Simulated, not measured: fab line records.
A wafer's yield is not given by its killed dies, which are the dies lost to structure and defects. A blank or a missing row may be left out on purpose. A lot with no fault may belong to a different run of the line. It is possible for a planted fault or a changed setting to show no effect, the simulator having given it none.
Chamber matching ; flow gf180mcu ; GF_POLY_GATE_ETCH_12 on rie_diel-04 has 4 sister chambers
The step etches BARC in N2/H2. 4 wafers are shown with their chamber, then 11 later ones without.

WAFERS WITH THEIR CHAMBER
wafer;chamber;drypump_motor_current_A (A)
L090.1;1;5.3
L090.3;3;5.2
L090.4;0;4.7
L091.1;2;6.3

WAFERS WITH NO CHAMBER GIVEN
wafer;drypump_motor_current_A (A)
L091.4;4.7
L091.5;4.7
L092.4;6.2
L092.5;5.3
L092.6;6.2
L093.2;5.3
L093.3;5.3
L093.6;4.7
L096.1;5.3
L096.3;4.7
L096.4;5.4

EACH ONE'S CHAMBER
wafer;from the rows above;in truth
L091.4;0;0
L091.5;0;0
L092.4;2;2
L092.5;can't be placed: 1 or 3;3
L092.6;2;2
L093.2;can't be placed: 1 or 3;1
L093.3;can't be placed: 1 or 3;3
L093.6;0;0
L096.1;can't be placed: 1 or 3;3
L096.3;0;0
L096.4;can't be placed: 1 or 3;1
Correctly placed: 6 of 11. From these rows, 5 cannot be placed; in 5 the true chamber is one of the candidates. Placed wrongly: 0.
How it was worked out, from the rows above alone: a wafer's distance from a chamber is the root of the sum, over the readings, of the square of ((its reading less the chamber's mean) divided by the reading's scatter). The wafer belongs to the nearest chamber; if the next one is less than 2 further off, it can't be placed. A chamber's mean is the mean of its shown wafers. The scatter: root of mean squared gap, hidden wafer to nearest shown wafer, with one shown wafer a chamber.
